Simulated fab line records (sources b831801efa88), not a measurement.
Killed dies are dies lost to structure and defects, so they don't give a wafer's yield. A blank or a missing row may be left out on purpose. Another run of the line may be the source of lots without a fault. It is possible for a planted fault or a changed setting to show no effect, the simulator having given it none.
Split-lot trial	flow sfqLine	on a route of 325 steps: 5 lots, 23 wafers read

== THE SPLIT ITSELF ==
At SFQ_TRILAYER_M1_DEP_SPUTTER_037 (material Nb, target thk 200 nm, time 133.3 s), the setting timeS was moved away from the recipe's 133.3 s on 7 of the 23 wafers read, by -10.7% to +14.4%. All remaining wafers had this setting at the recipe value.

Between the split and the reading, the file records no step.

== THE READING ==
M1_NB_RS (ohm/sq), read at SFQ_M1_RS_MEAS_909 with a four-point probe. A value of 0.886 ohm/sq with a standard deviation of 0.006 ohm/sq is what fault-free wafers of this fab line usually give.

wafer	tool, chamber at the split	timeS as run, s	against the recipe	M1_NB_RS, ohm/sq	against lot-mates on the recipe
L074.1	pvdSputter-03, -	133.3	recipe	0.889	-
L074.2	pvdSputter-03, -	133.3	recipe	0.891	-
L074.6	pvdSputter-03, -	133.3	recipe	0.887	-
L075.1	pvdSputter-06, -	133.3	recipe	0.891	-
L075.2	pvdSputter-06, -	133.3	recipe	0.896	-
L075.3	pvdSputter-06, -	119.2	-10.6%	1.004	+0.110
L075.5	pvdSputter-06, -	133.3	recipe	0.894	-
L075.6	pvdSputter-06, -	119.2	-10.6%	0.998	+0.104
L077.1	pvdSputter-04, -	133.3	recipe	0.884	-
L077.2	pvdSputter-04, -	133.3	recipe	0.894	-
L077.4	pvdSputter-04, -	133.3	recipe	0.889	-
L077.5	pvdSputter-04, -	133.3	recipe	0.887	-
L077.6	pvdSputter-04, -	133.3	recipe	0.882	-
L078.1	pvdSputter-06, -	119.1	-10.7%	0.989	+0.105
L078.2	pvdSputter-06, -	133.3	recipe	0.887	-
L078.3	pvdSputter-06, -	133.3	recipe	0.881	-
L078.4	pvdSputter-06, -	119.1	-10.7%	0.995	+0.111
L078.5	pvdSputter-06, -	133.3	recipe	0.885	-
L080.1	pvdSputter-03, -	152.5	+14.4%	0.779	-0.114
L080.2	pvdSputter-03, -	152.5	+14.4%	0.767	-0.126
L080.4	pvdSputter-03, -	133.3	recipe	0.895	-
L080.5	pvdSputter-03, -	152.5	+14.4%	0.776	-0.117
L080.6	pvdSputter-03, -	133.3	recipe	0.890	-

THE FIT
A straight line over all 23 wafers: M1_NB_RS changes by -0.00889 ohm/sq for each +1% of timeS; r = -0.99; the points scatter about the line by 0.0081 ohm/sq.
The same after taking each lot's own level away (the mean of its wafers on the recipe; 23 wafers): -0.00903 ohm/sq for each +1%; r = -0.99; scatter 0.0066 ohm/sq.
The reading moves by 0.13 ohm/sq for the largest change in timeS, on that fit.
Across the lots, their own levels run from 0.8843 to 0.8937 ohm/sq, a range of 1.6 times the standard deviation given above.
The two slopes agree, so the slope changes little with the lot-to-lot level.
Check: for one of the wafers moved furthest among these (+14.4%), held out of the fit, the line's prediction against its lot-mates is -0.131 ohm/sq. Against them it came out at -0.114 ohm/sq.

== FURTHER SPLITS ON THESE WAFERS ==
These wafers also went through other splits before the reading. Each is held against what the fit with the lots' levels taken away leaves over:
other split on the same wafers	wafers away from the commonest value	r with M1_NB_RS (lot level and that fit taken away)
SFQ_TRILAYER_L0_DEP_SPUTTER_003 powerW	4	-0.20
SFQ_TRILAYER_L0_LITHO_COAT_005 resistThkNm	10	+0.10
SFQ_TRILAYER_L0_VIA_LITHO_COAT_018 resistThkNm	9	-0.16
SFQ_TRILAYER_M0_DEP_SPUTTER_019 timeS	12	-0.04
SFQ_TRILAYER_M0_LITHO_COAT_021 spinRpm	8	-0.13
SFQ_TRILAYER_M0_LITHO_PEB_024 pebTimeS	6	+0.19

== THE WHOLE CHAIN: every reading that the file lists as answering this split, in the file's order ==
step	what it does	reading	change (the file's fit)	r (the file's)
SFQ_TRILAYER_M1_DEP_SPUTTER_037	material Nb, target thk 200 nm, time 133.3 s	Nb_of_TRILAYER_M1_DEP_SPUTTER_037.thkNm (the simulator's own value, which no gauge read)	+2.04 nm for each +1% of the setting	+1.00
SFQ_M1_RS_MEAS_909	measures by four-point-probe	M1_NB_RS	-0.0092 for each +1% of the setting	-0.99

== FILE'S OWN FIT ==
M1_NB_RS changes by -0.0092 ohm/sq for each +1% of timeS, r = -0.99.
